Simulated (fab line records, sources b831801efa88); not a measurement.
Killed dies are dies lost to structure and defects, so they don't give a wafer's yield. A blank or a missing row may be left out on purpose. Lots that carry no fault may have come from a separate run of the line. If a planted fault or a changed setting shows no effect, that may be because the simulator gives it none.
What tool caused it? + flow gf180mcu + 13 lots, 36 wafers sampled, at 4 steps of a route of 602

== WHAT THE GAUGES READ, wafer by wafer ==
GF_STI_THK_MEAS_22. Usual: STI_OXIDATION_01_THK 15.02 nm, standard deviation 0.24.
| lot  | measured    | on            | STI_OXIDATION_01_THK (nm) | flag |
|------|-------------|---------------|---------------------------|------|
| L944 | day 2 03:15 | film metro-02 | 14.83 14.86 14.72         |      |
| L945 | day 2 08:29 | film metro-03 | 14.99 14.97 14.96         |      |
| L946 | day 2 14:05 | film metro-02 | 14.95 15.29 15.34         |      |
| L947 | day 2 19:55 | film metro-03 | 15.32 14.98 15.04         |      |
| L948 | day 3 00:53 | film metro-01 | 14.74 14.90 14.97         |      |
| L949 | day 3 05:58 | film metro-02 | 14.63 14.20 14.48         |      |
| L952 | day 3 21:22 | film metro-03 | 14.90 15.13 15.11         |      |
| L956 | day 4 17:21 | film metro-02 | 15.08 15.28 15.18         |      |
| L958 | day 5 03:43 | film metro-03 | 14.70 14.73               |      |
| L960 | day 5 15:09 | film metro-01 | 15.37 15.12               |      |
| L961 | day 5 18:26 | film metro-01 | 15.46 15.17               |      |
| L965 | day 6 14:47 | film metro-02 | 15.08 15.28 15.09         |      |
| L966 | day 6 20:58 | film metro-01 | 15.01 15.11 15.15         |      |

GF_VT_IMPLANT_RS_MEAS_49: the measuring method here is four-point-probe. Usual: MVPSD_RS 1168.7 ohm/sq, standard deviation 2.9.
| lot  | measured     | on            | MVPSD_RS (ohm/sq)    | flag |
|------|--------------|---------------|----------------------|------|
| L944 | day 7 12:59  | film metro-04 | 1170.9 1167.8 1167.0 |      |
| L945 | day 7 19:40  | film metro-01 | 1169.7 1166.8 1171.3 |      |
| L946 | day 8 04:34  | film metro-04 | 1165.4 1165.3 1164.7 |      |
| L947 | day 8 10:52  | film metro-03 | 1175.8 1176.5 1169.8 |      |
| L948 | day 8 15:17  | film metro-01 | 1166.7 1172.3 1167.9 |      |
| L949 | day 9 02:35  | film metro-03 | 1170.7 1172.0 1168.7 |      |
| L952 | day 9 20:11  | film metro-01 | 1166.2 1166.0 1164.9 |      |
| L956 | day 10 19:08 | film metro-03 | 1171.0 1167.6 1168.6 |      |
| L958 | day 11 11:46 | film metro-01 | 1170.0 1206.7        | OFF  |
| L960 | day 12 00:03 | film metro-03 | 1170.8 1208.1        | OFF  |
| L961 | day 12 06:44 | film metro-03 | 1169.3 1204.4        | OFF  |
| L965 | day 13 08:33 | film metro-01 | 1170.1 1170.2 1168.6 |      |
| L966 | day 13 18:02 | film metro-04 | 1167.4 1161.6 1165.5 |      |

== EACH LOT AND THE TOOL THAT RAN IT (in order: tool; ch and the chambers of the sampled wafers; start) ==
| lot  | GF_MVPSD_IMPLANT_08             | GF_VT_IMPLANT_STRIP_31               |
|------|---------------------------------|--------------------------------------|
| L944 | implanter-01 ch 0, day 4 23:56  | plasma asher-01 ch 0,1, day 6 20:31  |
| L945 | implanter-01 ch 0, day 5 05:55  | plasma asher-04 ch 0,1, day 7 03:11  |
| L946 | implanter-02 ch 0, day 5 14:02  | plasma asher-02 ch 0,1, day 7 11:59  |
| L947 | implanter-02 ch 0, day 5 19:02  | plasma asher-04 ch 0, day 7 17:56    |
| L948 | implanter-02 ch 0, day 5 23:43  | plasma asher-02 ch 0,1, day 7 22:14  |
| L949 | implanter-01 ch 0, day 6 09:23  | plasma asher-01 ch 0,1, day 8 09:13  |
| L952 | implanter-04 ch 0, day 7 01:42  | plasma asher-01 ch 0,1, day 9 02:59  |
| L956 | implanter-01 ch 0, day 7 22:11  | plasma asher-04 ch 0,1, day 10 00:39 |
| L958 | implanter-02 ch 0, day 8 12:25  | plasma asher-01 ch 1, day 10 16:37   |
| L960 | implanter-02 ch 0, day 9 00:05  | plasma asher-01 ch 0, day 11 04:23   |
| L961 | implanter-02 ch 0, day 9 05:23  | plasma asher-04 ch 0, day 11 10:14   |
| L965 | implanter-01 ch 0, day 10 03:50 | plasma asher-04 ch 0,1, day 12 11:58 |
| L966 | implanter-04 ch 0, day 10 11:26 | plasma asher-02 ch 0,1, day 12 21:08 |
- GF_MVPSD_IMPLANT_08
- GF_VT_IMPLANT_STRIP_31: strips in O2/N2.

== AS READ BY THE TOOLS THEMSELVES (means over the sampled wafers that have a number; for cases with no such wafer, the mark the record gives instead) ==
GF_MVPSD_IMPLANT_08. Usual: tilt deg -0.002 degrees, standard deviation 0.02.
| lot  | tool         | tilt deg (degrees) | flag |
|------|--------------|--------------------|------|
| L944 | implanter-01 | -0.041             |      |
| L945 | implanter-01 | -0.015             |      |
| L946 | implanter-02 | -0.010             |      |
| L947 | implanter-02 | 0.017              |      |
| L948 | implanter-02 | -0.009             |      |
| L949 | implanter-01 | 0.008              |      |
| L952 | implanter-04 | 0.029              |      |
| L956 | implanter-01 | -0.008             |      |
| L958 | implanter-02 | -0.022             |      |
| L960 | implanter-02 | 0.004              |      |
| L961 | implanter-02 | 0.009              |      |
| L965 | implanter-01 | -0.028             |      |
| L966 | implanter-04 | -0.016             |      |

GF_VT_IMPLANT_STRIP_31. Usual: drypump motor current A 5.8 A, standard deviation 0.54; heater power w 359 W, standard deviation 49; oes product au 0.716 a.u., standard deviation 0.0043; platen temp c 249.97 C, standard deviation 0.18; strip time to endpoint s 12.623 s, standard deviation 0.026.
| lot  | tool            | drypump motor current A (A) | heater power w (W) | oes product au (a.u.) | platen temp c (C) | strip time to endpoint s (s) | flag |
|------|-----------------|-----------------------------|--------------------|-----------------------|-------------------|------------------------------|------|
| L944 | plasma asher-01 | 6.4                         | 382                | 0.715                 | 249.79            | 12.627                       |      |
| L945 | plasma asher-04 | 5.1                         | 388                | 0.716                 | 249.80            | 12.641                       |      |
| L946 | plasma asher-02 | 5.8                         | 353                | 0.717                 | 250.12            | 12.605                       |      |
| L947 | plasma asher-04 | 5.0                         | 300                | 0.711                 | 249.84            | 12.631                       |      |
| L948 | plasma asher-02 | 5.8                         | 346                | 0.716                 | 250.15            | 12.658                       |      |
| L949 | plasma asher-01 | 6.4                         | 386                | 0.718                 | 250.01            | 12.627                       |      |
| L952 | plasma asher-01 | 6.2                         | 351                | 0.715                 | 250.14            | 12.601                       |      |
| L956 | plasma asher-04 | 5.1                         | 340                | 0.715                 | 249.78            | 12.623                       |      |
| L958 | plasma asher-01 | 6.0                         | 314                | 0.712                 | 250.16            | 12.614                       |      |
| L960 | plasma asher-01 | 6.7                         | 412                | 0.718                 | 249.95            | 12.616                       |      |
| L961 | plasma asher-04 | 5.0                         | 294                | 0.720                 | 249.84            | 12.572                       |      |
| L965 | plasma asher-04 | 5.2                         | 383                | 0.712                 | 250.03            | 12.631                       |      |
| L966 | plasma asher-02 | 5.8                         | 352                | 0.719                 | 250.05            | 12.612                       |      |

== THE ANSWER, worked out from the rows above alone ==
Rule: take the mean of a lot's wafers that have a number; if it is more than 3 standard deviations from the usual mean, the lot is off. A lot without any number at a reading at which 4 lots or more have one is off too. Where the step has rows for the other lots, those lots are counted as sound. First the gauges in route order, then the tools' own readings, where a lot's mean is used as printed above. At the first step where some lot is off, the reading lying furthest off is the one used; lots without a number count as furthest.
Off: at GF_VT_IMPLANT_RS_MEAS_49 (MVPSD_RS), L958, L960, L961.
A tool fits if, at a process step before that reading, it ran every lot that is off, and no sound lot after the first of them. Those tools and the gauges at GF_VT_IMPLANT_RS_MEAS_49 are tried in the same way. One fits: GF_MVPSD_IMPLANT_08 on implanter-02. Its last sound lot is L948 (day 5 23:43), its first lot that is off L958 (day 8 12:25): a fault that began between those two fits.

== WHAT THE SIMULATOR HAD INSERTED ==
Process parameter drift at GF_MVPSD_IMPLANT_08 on implanter-02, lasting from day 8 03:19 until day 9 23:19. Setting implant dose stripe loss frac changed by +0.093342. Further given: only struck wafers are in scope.
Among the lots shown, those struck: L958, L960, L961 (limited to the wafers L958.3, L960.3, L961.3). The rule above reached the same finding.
